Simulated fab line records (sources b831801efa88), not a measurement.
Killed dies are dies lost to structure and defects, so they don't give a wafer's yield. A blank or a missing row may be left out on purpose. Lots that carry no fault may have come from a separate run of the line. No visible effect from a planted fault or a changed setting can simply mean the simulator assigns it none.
A sampling plan put to the test + flow gf180mcu + each of the 53 faults these records tell of, on one fab line, judged from the records of the lots it struck
The plan is the line's own looks: the steps of the route at which a gauge or an inspection reads the wafer and doesn't change it. A look can be judged if struck wafers have a number there and the file gives its usual mean and standard deviation on fault-free wafers. Caught: a look later than the fault's first step finds the struck wafers' mean 4 or more of those standard deviations (sigma) from the usual mean. On the tool: the fault's steps, tested the same way using the tool's own readings. A different recipe on the struck wafers counts as caught too, as does a record blank only for those wafers.

THE FAULTS, as the simulator had put them in
1. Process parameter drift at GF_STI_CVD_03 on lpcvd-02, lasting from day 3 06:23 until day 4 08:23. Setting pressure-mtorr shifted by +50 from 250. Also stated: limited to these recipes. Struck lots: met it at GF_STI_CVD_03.
2. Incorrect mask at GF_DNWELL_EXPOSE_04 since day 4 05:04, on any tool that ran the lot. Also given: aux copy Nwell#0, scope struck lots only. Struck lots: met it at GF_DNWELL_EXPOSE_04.
3. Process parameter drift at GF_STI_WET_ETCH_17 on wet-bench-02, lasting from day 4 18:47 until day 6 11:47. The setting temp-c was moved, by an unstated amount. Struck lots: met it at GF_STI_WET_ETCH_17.
4. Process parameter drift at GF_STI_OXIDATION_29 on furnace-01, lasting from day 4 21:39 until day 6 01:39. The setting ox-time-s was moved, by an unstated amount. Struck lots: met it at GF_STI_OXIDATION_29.
5. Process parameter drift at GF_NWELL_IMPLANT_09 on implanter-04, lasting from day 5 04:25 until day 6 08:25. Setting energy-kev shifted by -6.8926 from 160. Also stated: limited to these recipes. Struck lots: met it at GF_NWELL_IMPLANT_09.
6. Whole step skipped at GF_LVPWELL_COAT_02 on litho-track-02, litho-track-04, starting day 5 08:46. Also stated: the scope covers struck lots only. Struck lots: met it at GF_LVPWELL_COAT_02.
7. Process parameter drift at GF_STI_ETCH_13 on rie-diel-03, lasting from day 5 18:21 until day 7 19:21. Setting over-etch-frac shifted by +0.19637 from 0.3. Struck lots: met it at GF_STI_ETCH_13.
8. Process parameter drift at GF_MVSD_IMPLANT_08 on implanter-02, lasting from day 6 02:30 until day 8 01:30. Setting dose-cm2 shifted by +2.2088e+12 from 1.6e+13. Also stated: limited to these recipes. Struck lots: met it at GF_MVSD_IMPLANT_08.
9. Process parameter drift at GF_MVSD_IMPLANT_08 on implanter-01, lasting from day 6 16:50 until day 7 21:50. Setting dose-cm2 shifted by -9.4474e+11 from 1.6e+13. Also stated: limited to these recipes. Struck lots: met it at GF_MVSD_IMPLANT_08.
10. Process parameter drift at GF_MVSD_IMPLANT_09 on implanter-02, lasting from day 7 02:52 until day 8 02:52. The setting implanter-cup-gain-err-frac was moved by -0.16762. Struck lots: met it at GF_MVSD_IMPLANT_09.
11. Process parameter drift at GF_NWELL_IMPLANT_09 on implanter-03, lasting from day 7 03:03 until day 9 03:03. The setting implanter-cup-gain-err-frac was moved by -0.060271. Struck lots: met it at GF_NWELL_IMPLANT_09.
12. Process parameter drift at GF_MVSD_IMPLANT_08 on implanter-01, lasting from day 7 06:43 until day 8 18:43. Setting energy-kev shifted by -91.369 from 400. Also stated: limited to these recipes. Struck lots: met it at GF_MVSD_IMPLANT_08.
13. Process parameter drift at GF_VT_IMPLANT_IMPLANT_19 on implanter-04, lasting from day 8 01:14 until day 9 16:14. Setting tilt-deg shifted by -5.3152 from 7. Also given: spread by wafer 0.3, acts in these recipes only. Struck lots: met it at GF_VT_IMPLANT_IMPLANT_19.
14. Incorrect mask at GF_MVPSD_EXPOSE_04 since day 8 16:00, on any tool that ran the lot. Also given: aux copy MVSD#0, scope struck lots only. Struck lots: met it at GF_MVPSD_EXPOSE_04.
15. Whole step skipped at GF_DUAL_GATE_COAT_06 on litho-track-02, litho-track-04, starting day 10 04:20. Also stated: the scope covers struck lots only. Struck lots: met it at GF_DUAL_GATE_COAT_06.
16. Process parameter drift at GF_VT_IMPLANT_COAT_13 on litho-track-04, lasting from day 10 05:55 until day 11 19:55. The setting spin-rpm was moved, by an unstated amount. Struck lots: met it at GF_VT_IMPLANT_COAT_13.
17. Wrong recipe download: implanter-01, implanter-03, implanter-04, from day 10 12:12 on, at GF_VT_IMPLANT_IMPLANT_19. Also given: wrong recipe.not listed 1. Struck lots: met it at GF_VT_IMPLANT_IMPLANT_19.
18. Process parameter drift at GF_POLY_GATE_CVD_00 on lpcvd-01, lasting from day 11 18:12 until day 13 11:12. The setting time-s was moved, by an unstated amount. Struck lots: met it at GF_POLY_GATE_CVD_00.
19. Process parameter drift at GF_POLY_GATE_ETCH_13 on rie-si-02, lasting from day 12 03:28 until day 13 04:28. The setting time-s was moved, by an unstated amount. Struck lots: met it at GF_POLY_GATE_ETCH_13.
20. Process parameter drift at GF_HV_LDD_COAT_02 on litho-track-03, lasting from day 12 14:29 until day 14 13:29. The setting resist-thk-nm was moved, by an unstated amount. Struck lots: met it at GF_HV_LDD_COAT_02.
21. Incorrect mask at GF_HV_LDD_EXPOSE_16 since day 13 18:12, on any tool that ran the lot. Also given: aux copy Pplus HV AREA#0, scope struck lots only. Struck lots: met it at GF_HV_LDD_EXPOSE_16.
22. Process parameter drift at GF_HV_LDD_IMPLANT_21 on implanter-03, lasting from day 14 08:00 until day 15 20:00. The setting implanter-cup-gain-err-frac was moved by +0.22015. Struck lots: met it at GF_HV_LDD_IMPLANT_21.
23. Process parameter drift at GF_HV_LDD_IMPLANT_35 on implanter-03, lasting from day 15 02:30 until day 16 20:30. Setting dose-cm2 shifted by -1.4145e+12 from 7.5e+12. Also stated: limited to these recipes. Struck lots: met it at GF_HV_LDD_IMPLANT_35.
24. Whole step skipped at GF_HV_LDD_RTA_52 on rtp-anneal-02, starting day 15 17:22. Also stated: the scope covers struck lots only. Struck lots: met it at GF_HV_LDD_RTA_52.
25. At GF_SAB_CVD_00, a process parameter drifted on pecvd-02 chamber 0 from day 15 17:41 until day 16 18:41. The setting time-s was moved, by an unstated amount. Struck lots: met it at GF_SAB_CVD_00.
26. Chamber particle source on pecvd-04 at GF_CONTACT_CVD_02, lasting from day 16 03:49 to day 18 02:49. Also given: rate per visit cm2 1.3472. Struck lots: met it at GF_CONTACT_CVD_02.
27. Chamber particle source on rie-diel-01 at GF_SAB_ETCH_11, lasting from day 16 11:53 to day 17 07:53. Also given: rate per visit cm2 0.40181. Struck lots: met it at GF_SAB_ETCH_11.
28. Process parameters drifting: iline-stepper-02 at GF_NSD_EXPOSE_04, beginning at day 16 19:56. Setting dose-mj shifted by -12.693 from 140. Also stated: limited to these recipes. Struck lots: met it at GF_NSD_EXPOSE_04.
29. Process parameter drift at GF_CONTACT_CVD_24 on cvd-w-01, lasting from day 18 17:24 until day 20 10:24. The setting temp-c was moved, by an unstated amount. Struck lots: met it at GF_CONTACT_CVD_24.
30. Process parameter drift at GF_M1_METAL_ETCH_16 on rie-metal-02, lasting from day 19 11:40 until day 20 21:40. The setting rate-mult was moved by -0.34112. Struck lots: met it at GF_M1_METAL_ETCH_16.
31. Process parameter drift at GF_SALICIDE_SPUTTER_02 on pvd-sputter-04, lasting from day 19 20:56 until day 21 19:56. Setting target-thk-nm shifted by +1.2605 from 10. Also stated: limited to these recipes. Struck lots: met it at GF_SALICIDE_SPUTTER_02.
32. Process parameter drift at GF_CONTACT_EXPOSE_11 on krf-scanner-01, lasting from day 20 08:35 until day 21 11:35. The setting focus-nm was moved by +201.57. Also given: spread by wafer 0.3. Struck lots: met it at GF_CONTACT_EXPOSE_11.
33. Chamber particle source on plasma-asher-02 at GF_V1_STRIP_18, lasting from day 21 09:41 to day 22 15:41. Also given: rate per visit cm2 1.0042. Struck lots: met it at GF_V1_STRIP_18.
34. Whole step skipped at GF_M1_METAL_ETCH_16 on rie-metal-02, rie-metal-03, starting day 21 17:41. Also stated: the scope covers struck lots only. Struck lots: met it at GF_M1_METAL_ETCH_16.
35. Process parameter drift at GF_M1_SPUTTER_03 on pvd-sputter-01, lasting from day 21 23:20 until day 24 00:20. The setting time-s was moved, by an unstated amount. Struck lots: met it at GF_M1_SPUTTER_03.
36. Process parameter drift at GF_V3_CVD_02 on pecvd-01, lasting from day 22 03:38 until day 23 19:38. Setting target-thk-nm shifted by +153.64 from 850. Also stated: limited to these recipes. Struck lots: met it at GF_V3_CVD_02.
37. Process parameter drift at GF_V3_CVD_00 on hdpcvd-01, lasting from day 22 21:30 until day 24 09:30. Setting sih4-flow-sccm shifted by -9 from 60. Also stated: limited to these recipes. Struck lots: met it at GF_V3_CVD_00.
38. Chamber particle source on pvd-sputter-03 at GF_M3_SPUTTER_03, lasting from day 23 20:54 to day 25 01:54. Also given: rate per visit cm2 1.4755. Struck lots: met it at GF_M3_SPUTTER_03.
39. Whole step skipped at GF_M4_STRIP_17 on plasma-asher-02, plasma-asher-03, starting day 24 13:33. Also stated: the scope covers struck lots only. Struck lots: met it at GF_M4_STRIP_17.
40. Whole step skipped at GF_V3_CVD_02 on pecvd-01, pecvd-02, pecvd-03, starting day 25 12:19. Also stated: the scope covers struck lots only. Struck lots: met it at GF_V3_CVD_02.
41. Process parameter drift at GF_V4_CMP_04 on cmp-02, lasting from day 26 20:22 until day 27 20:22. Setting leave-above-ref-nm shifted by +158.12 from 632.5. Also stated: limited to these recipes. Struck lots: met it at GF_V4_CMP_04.
42. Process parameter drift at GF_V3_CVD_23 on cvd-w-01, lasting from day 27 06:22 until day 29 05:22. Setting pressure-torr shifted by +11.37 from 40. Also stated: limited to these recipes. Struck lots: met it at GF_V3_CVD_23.
43. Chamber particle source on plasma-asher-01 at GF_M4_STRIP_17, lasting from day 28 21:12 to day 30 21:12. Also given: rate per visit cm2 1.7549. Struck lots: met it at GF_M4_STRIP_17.
44. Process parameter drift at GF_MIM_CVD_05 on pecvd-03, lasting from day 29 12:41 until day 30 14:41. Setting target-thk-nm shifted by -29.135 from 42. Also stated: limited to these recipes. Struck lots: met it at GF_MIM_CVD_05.
45. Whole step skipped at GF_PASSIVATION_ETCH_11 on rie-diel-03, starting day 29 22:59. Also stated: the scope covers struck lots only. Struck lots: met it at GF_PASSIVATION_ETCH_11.
46. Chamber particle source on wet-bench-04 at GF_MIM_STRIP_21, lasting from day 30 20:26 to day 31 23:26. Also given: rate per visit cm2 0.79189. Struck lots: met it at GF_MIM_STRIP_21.
47. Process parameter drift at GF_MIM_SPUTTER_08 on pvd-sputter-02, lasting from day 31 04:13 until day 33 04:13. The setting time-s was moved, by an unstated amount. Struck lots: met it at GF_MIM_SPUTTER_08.
48. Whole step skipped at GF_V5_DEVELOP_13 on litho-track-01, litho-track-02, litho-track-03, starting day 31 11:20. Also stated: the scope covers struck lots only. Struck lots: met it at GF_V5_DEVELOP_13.
49. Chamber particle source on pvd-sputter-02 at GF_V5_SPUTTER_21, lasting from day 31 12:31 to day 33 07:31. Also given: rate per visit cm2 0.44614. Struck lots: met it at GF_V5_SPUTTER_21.
50. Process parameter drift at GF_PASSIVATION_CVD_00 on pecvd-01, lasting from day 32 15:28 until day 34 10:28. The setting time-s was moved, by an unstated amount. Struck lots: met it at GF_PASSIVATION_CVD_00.
51. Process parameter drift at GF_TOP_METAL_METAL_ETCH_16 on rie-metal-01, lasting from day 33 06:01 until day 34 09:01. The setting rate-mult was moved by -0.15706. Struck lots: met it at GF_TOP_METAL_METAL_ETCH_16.
52. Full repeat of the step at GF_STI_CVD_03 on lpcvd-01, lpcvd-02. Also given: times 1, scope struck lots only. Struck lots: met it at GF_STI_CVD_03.
53. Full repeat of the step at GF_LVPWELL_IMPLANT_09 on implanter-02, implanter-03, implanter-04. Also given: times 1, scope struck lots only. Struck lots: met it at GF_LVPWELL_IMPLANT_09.

WHAT THE PLAN SAW
| fault | on the tool itself                               | first look that catches it                      | reading, sigma                                                    | median hours from its first step to that look | hours from the fault's start to the first struck lot there | judged looks passed uncaught |
|-------|--------------------------------------------------|-------------------------------------------------|-------------------------------------------------------------------|-----------------------------------------------|------------------------------------------------------------|------------------------------|
| 1     | pressure-mtorr +90 sigma                         | GF_STI_THK_MEAS_04                              | STI_CVD_03_THK +6.2                                               | 2.0                                           | 4                                                          | 0                            |
| 2     | under 2 sigma                                    | GF_DNWELL_TW_MEAS_09                            | DNWELL_TW -62                                                     | 6.8                                           | 9                                                          | 0                            |
| 3     | temp-c -26 sigma                                 | none of the 2 looks that can be judged after it | -                                                                 | -                                             | -                                                          | 2                            |
| 4     | under 2 sigma                                    | GF_STI_THK_MEAS_30                              | STI_OXIDATION_02_THK -12                                          | 1.4                                           | 3                                                          | 0                            |
| 5     | beam-energy-keV -99 or beyond sigma              | no look after it can be judged                  | -                                                                 | -                                             | -                                                          | 0                            |
| 6     | the tool's record is blank for the struck wafers | GF_MVPSD_TW_MEAS_11                             | MVPSD_TW +22                                                      | 39.3                                          | 40                                                         | 0                            |
| 7     | oes-product-au -11 sigma                         | none of the 2 looks that can be judged after it | -                                                                 | -                                             | -                                                          | 2                            |
| 8     | dose-ions-cm2 +99 or beyond sigma                | GF_VT_IMPLANT_RS_MEAS_46                        | MVSD_RS -24                                                       | 84.9                                          | 90                                                         | 1                            |
| 9     | dose-ions-cm2 -49 sigma                          | GF_VT_IMPLANT_RS_MEAS_46                        | MVSD_RS +11                                                       | 87.1                                          | 98                                                         | 0                            |
| 10    | beam-on-s +10 sigma                              | GF_VT_IMPLANT_RS_MEAS_46                        | MVSD_RS -11                                                       | 89.5                                          | 101                                                        | 0                            |
| 11    | beam-on-s +4.4 sigma                             | GF_VT_IMPLANT_RS_MEAS_47                        | NWELL_RS -4.7                                                     | 126.0                                         | 129                                                        | 5                            |
| 12    | beam-energy-keV -99 or beyond sigma              | GF_VT_IMPLANT_RS_MEAS_46                        | MVSD_RS +21                                                       | 89.3                                          | 90                                                         | 2                            |
| 13    | under 2 sigma                                    | GF_VT_IMPLANT_TW_MEAS_21                        | VT_IMPLANT_2_TW -4.4                                              | 0.2                                           | 20                                                         | 0                            |
| 14    | no reading that can be judged                    | GF_MVPSD_TW_MEAS_11                             | MVPSD_TW -85                                                      | 8.8                                           | 11                                                         | 0                            |
| 15    | the tool's record is blank for the struck wafers | no look after it can be judged                  | -                                                                 | -                                             | -                                                          | 0                            |
| 16    | spin-speed-rpm +99 or beyond sigma               | no look after it can be judged                  | -                                                                 | -                                             | -                                                          | 0                            |
| 17    | under 2 sigma                                    | GF_VT_IMPLANT_TW_MEAS_21                        | VT_IMPLANT_2_TW -30                                               | 0.2                                           | 3                                                          | 0                            |
| 18    | under 2 sigma                                    | none of the 3 looks that can be judged after it | strongest: POLY_GATE_CVD_00_THK at GF_POLY_GATE_THK_MEAS_01, +2.8 | -                                             | -                                                          | 3                            |
| 19    | run-length-s +24 sigma                           | no look after it can be judged                  | -                                                                 | -                                             | -                                                          | 0                            |
| 20    | under 2 sigma                                    | GF_HV_LDD_CD_MEAS_07                            | cd-nm +16                                                         | 10.2                                          | 11                                                         | 0                            |
| 21    | no reading that can be judged                    | GF_HV_LDD_TW_MEAS_23                            | HV_LDD_2_TW -85                                                   | 10.9                                          | 17                                                         | 0                            |
| 22    | faraday-current-uA +11 sigma                     | GF_HV_LDD_TW_MEAS_23                            | HV_LDD_2_TW -4.4                                                  | 0.2                                           | 9                                                          | 0                            |
| 23    | dose-ions-cm2 -99 or beyond sigma                | GF_HV_LDD_RS_MEAS_53                            | HV_LDD_RS +5.4                                                    | 23.4                                          | 29                                                         | 0                            |
| 24    | the tool's record is blank for the struck wafers | no look after it can be judged                  | -                                                                 | -                                             | -                                                          | 0                            |
| 25    | under 2 sigma                                    | GF_SAB_THK_MEAS_01                              | SAB_CVD_00_THK +35                                                | 0.0                                           | 10                                                         | 0                            |
| 26    | under 2 sigma                                    | not the one look that can be judged after it    | -                                                                 | -                                             | -                                                          | 1                            |
| 27    | under 2 sigma                                    | not the one look that can be judged after it    | -                                                                 | -                                             | -                                                          | 1                            |
| 28    | exposure-dose-mJ-cm2 -65 sigma                   | GF_NSD_CD_MEAS_07                               | cd-nm -10                                                         | 11.6                                          | 20                                                         | 0                            |
| 29    | susceptor-temp-C +47 sigma                       | GF_CONTACT_RS_MEAS_25                           | CONTACT_W_RS -16                                                  | 0.1                                           | 9                                                          | 0                            |
| 30    | oes-product-au -31 sigma                         | none of the 2 looks that can be judged after it | -                                                                 | -                                             | -                                                          | 2                            |
| 31    | under 2 sigma                                    | GF_SALICIDE_RS_MEAS_04                          | SALICIDE_TIN_RS -4.8                                              | 0.1                                           | 25                                                         | 0                            |
| 32    | exposure-dose-mJ-cm2 +9.3 sigma                  | none of the 2 looks that can be judged after it | strongest: cd-nm at GF_CONTACT_CD_MEAS_14, -2.5                   | -                                             | -                                                          | 2                            |
| 33    | under 2 sigma                                    | none of the 2 looks that can be judged after it | -                                                                 | -                                             | -                                                          | 2                            |
| 34    | the tool's record is blank for the struck wafers | no look after it can be judged                  | -                                                                 | -                                             | -                                                          | 0                            |
| 35    | under 2 sigma                                    | no look after it can be judged                  | -                                                                 | -                                             | -                                                          | 0                            |
| 36    | under 2 sigma                                    | GF_V3_THK_MEAS_03                               | V3_CVD_02_THK +16                                                 | 0.1                                           | 6                                                          | 0                            |
| 37    | sih4-flow-sccm -50 sigma                         | GF_V3_THK_MEAS_01                               | V3_CVD_00_THK -15                                                 | 0.1                                           | 6                                                          | 0                            |
| 38    | under 2 sigma                                    | not the one look that can be judged after it    | -                                                                 | -                                             | -                                                          | 1                            |
| 39    | no reading that can be judged                    | no look after it can be judged                  | -                                                                 | -                                             | -                                                          | 0                            |
| 40    | the tool's record is blank for the struck wafers | no look after it can be judged                  | -                                                                 | -                                             | -                                                          | 0                            |
| 41    | time-to-endpoint-s -12 sigma                     | no look after it can be judged                  | -                                                                 | -                                             | -                                                          | 0                            |
| 42    | chamber-pressure-Torr +99 or beyond sigma        | GF_V3_RS_MEAS_24                                | V3_W_RS -12                                                       | 0.1                                           | 2                                                          | 0                            |
| 43    | under 2 sigma                                    | no look after it can be judged                  | -                                                                 | -                                             | -                                                          | 0                            |
| 44    | under 2 sigma                                    | GF_MIM_THK_MEAS_06                              | MIM_CVD_05_THK -55                                                | 0.0                                           | 10                                                         | 0                            |
| 45    | the tool's record is blank for the struck wafers | no look after it can be judged                  | -                                                                 | -                                             | -                                                          | 0                            |
| 46    | under 2 sigma                                    | none of the 2 looks that can be judged after it | -                                                                 | -                                             | -                                                          | 2                            |
| 47    | under 2 sigma                                    | GF_MIM_RS_MEAS_10                               | MIM_ALCU_RS +43                                                   | 0.1                                           | 7                                                          | 0                            |
| 48    | no reading that can be judged                    | no look after it can be judged                  | -                                                                 | -                                             | -                                                          | 0                            |
| 49    | under 2 sigma                                    | not the one look that can be judged after it    | -                                                                 | -                                             | -                                                          | 1                            |
| 50    | run-length-s +34 sigma                           | GF_PASSIVATION_THK_MEAS_01                      | PASSIVATION_CVD_00_THK +10                                        | 0.1                                           | 6                                                          | 0                            |
| 51    | oes-product-au -11 sigma                         | no look after it can be judged                  | -                                                                 | -                                             | -                                                          | 0                            |
| 52    | under 2 sigma                                    | GF_STI_THK_MEAS_04                              | STI_CVD_03_THK +99 or beyond                                      | 4.1                                           | -                                                          | 0                            |
| 53    | no reading that can be judged                    | GF_LVPWELL_TW_MEAS_11                           | LVPWELL_TW +4.7                                                   | 0.6                                           | -                                                          | 0                            |
A dash: this means the fault isn't caught or the number doesn't appear in these records.

Caught at a look: 28 of 53. Caught on the tool: 28 of 53. By one or the other: 42 of 53.
On the tool alone, faults 3, 5, 7, 15, 16, 19, 24, 30, 32, 34, 40, 41, 45, 51 were caught.
Caught at a look alone: faults 2, 4, 13, 14, 17, 20, 21, 25, 31, 36, 44, 47, 52, 53.
Caught by neither: faults 18, 26, 27, 33, 35, 38, 39, 43, 46, 48, 49.

THINNER SAMPLING
Were the look that catches a fault to measure just every second or every third lot (counted by lot number), the first struck lot would, at worst, be measured this late:
| fault | struck lots at that look, in order of time | every lot | every second lot | every third lot |
|-------|--------------------------------------------|-----------|------------------|-----------------|
| 1     | L870, L871                                 | 4 h       | 10 h             | may miss all 2  |
| 2     | L312                                       | 9 h       | may miss it      | may miss it     |
| 4     | L480, L482                                 | 3 h       | may miss all 2   | may miss all 2  |
| 6     | L886, L887, L888                           | 40 h      | 48 h             | 52 h            |
| 8     | L830, L831                                 | 90 h      | 99 h             | may miss all 2  |
| 9     | L803, L804                                 | 98 h      | 104 h            | may miss all 2  |
| 10    | L308, L309                                 | 101 h     | 104 h            | may miss all 2  |
| 11    | L785                                       | 129 h     | may miss it      | may miss it     |
| 12    | L102, L105                                 | 90 h      | 113 h            | may miss all 2  |
| 13    | L562                                       | 20 h      | may miss it      | may miss it     |
| 14    | L837                                       | 11 h      | may miss it      | may miss it     |
| 17    | L343, L344, L345, L346                     | 3 h       | 9 h              | 15 h            |
| 20    | L201, L202                                 | 11 h      | 22 h             | may miss all 2  |
| 21    | L838                                       | 17 h      | may miss it      | may miss it     |
| 22    | L243, L245                                 | 9 h       | may miss all 2   | may miss all 2  |
| 23    | L942, L945, L946                           | 29 h      | 47 h             | may miss all 3  |
| 25    | L837, L838                                 | 10 h      | 14 h             | may miss all 2  |
| 28    | L711, L712, L713, L714                     | 20 h      | 29 h             | 32 h            |
| 29    | L131, L134                                 | 9 h       | 33 h             | may miss all 2  |
| 31    | L934, L936                                 | 25 h      | may miss all 2   | may miss all 2  |
| 36    | L931, L935                                 | 6 h       | may miss all 2   | may miss all 2  |
| 37    | L548, L551                                 | 6 h       | 36 h             | may miss all 2  |
| 42    | L928, L929                                 | 2 h       | 16 h             | may miss all 2  |
| 44    | L593, L595                                 | 10 h      | may miss all 2   | may miss all 2  |
| 47    | L365, L366                                 | 7 h       | 13 h             | may miss all 2  |
| 50    | L550, L553, L554                           | 6 h       | 17 h             | may miss all 3  |
Hours are from the fault's start to the first struck lot that is measured. The test against the limit of 4 sigma pooled every struck wafer, which means one lot taken alone may stay below that limit. Other struck lots may not be in these records.

THE LONGEST TIMED WAY FROM STEP TO LOOK
In fault 11, a median of 126.0 hours elapses between GF_NWELL_IMPLANT_09 and GF_VT_IMPLANT_RS_MEAS_47. The looks between them that can be judged stayed within 4 sigma: GF_NWELL_TW_MEAS_11, GF_LVPWELL_OVL_MEAS_07, GF_LVPWELL_TW_MEAS_11, GF_MVSD_OVL_MEAS_07, GF_MVSD_TW_MEAS_11.
